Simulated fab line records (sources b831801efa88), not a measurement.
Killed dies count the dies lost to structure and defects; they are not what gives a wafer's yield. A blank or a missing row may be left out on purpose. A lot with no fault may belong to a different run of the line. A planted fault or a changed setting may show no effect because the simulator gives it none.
Split-lot trial | flow sky130 | route with 708 steps; 5 lots, 23 wafers read

== ON THE SPLIT ==
At SKY_METAL3_ETCH_17 (etches SiO2 in C4F8/O2/Ar, stops on TiN, time 3.9 s, target depth 15 nm), the setting time-s was moved away from the recipe's 3.9 s on 9 of the 23 wafers read, by -14.1% to +10.9%. This setting was run at the recipe's value on the other wafers.

The reading is taken at the split's own step.

== THE READING ==
oes-product-au, in a.u., at SKY_METAL3_ETCH_17 (etches SiO2 in C4F8/O2/Ar, stops on TiN, time 3.9 s, target depth 15 nm). Fault-free wafers of this fab line usually give 0.758 a.u., standard deviation 0.0061 a.u.

wafer  | tool, chamber at the split | time-s as run, s | against the recipe | oes-product-au, a.u. | against lot-mates on the recipe
L077.1 | rie-diel-03, 1             | 3.9              | recipe             | 0.752                | -
L077.2 | rie-diel-03, 2             | 4.305            | +10.4%             | 0.717                | -0.036
L077.3 | rie-diel-03, 3             | 3.9              | recipe             | 0.749                | -
L077.5 | rie-diel-03, 2             | 3.9              | recipe             | 0.758                | -
L077.6 | rie-diel-03, 3             | 4.305            | +10.4%             | 0.723                | -0.030
L080.2 | rie-diel-02, 3             | 3.9              | recipe             | 0.768                | -
L080.4 | rie-diel-02, 2             | 3.9              | recipe             | 0.759                | -
L080.5 | rie-diel-02, 3             | 3.9              | recipe             | 0.754                | -
L082.1 | rie-diel-03, 1             | 3.349            | -14.1%             | 0.827                | +0.068
L082.3 | rie-diel-03, 2             | 3.9              | recipe             | 0.757                | -
L082.4 | rie-diel-03, 0             | 3.349            | -14.1%             | 0.824                | +0.065
L082.5 | rie-diel-03, 3             | 3.9              | recipe             | 0.753                | -
L082.6 | rie-diel-03, 2             | 3.9              | recipe             | 0.768                | -
L084.1 | rie-diel-02, 1             | 3.9              | recipe             | 0.755                | -
L084.2 | rie-diel-02, 2             | 4.319            | +10.7%             | 0.712                | -0.042
L084.3 | rie-diel-02, 3             | 3.9              | recipe             | 0.753                | -
L084.5 | rie-diel-02, 2             | 4.319            | +10.7%             | 0.717                | -0.037
L084.6 | rie-diel-02, 3             | 4.319            | +10.7%             | 0.718                | -0.036
L085.1 | rie-diel-01, 1             | 3.9              | recipe             | 0.751                | -
L085.2 | rie-diel-01, 3             | 3.9              | recipe             | 0.750                | -
L085.3 | rie-diel-01, 2             | 4.324            | +10.9%             | 0.697                | -0.047
L085.4 | rie-diel-01, 0             | 3.9              | recipe             | 0.732                | -
L085.5 | rie-diel-01, 2             | 4.324            | +10.9%             | 0.724                | -0.020

FIT RESULTS
A straight line over all 23 wafers: oes-product-au changes by -0.00422 a.u. for each +1% of time-s; r = -0.96; the points scatter about the line by 0.0093 a.u.
The same after taking each lot's own level away (the mean of its wafers on the recipe; 23 wafers): -0.00389 a.u. for each +1%; r = -0.96; scatter 0.0077 a.u.
According to that fit, moving time-s by its largest amount changes the reading by 0.055 a.u.
From 0.7443 to 0.7603 a.u.: that is the span of the lots' own levels, equal to 2.6 times the standard deviation above.
The two slopes are in agreement: the lot-to-lot level therefore moves the slope only a little.
Check: with one of the wafers moved furthest among these (-14.1%) left out of the fit, the line predicts +0.0539 a.u. for it against its lot-mates. Against them it came out at +0.0677 a.u.
Tool readings at the split's step, against how far the setting was moved: oes-product-au r = -0.96.

== THE OTHER SPLITS THESE WAFERS WENT THROUGH ==
Before the reading, these wafers also passed through other splits. Each is held against what the fit with the lots' levels taken away leaves over:
other split on the same wafers | wafers away from the commonest value | r with oes-product-au (lot level and that fit taken away)
SKY_VIA2_HDPCVD_00 time-s      | 6                                    | -0.32
SKY_VIA2_CVD_21 temp-c         | 10                                   | +0.08
SKY_METAL3_SPUTTER_04 time-s   | 10                                   | +0.05
SKY_CAPM_SPUTTER_02 time-s     | 6                                    | -0.16
SKY_CAPM_METAL_ETCH_13 time-s  | 5                                    | -0.30

== THE FILE'S OWN FIT ==
oes-product-au changes by -0.00382 a.u. for each +1% of time-s, r = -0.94.
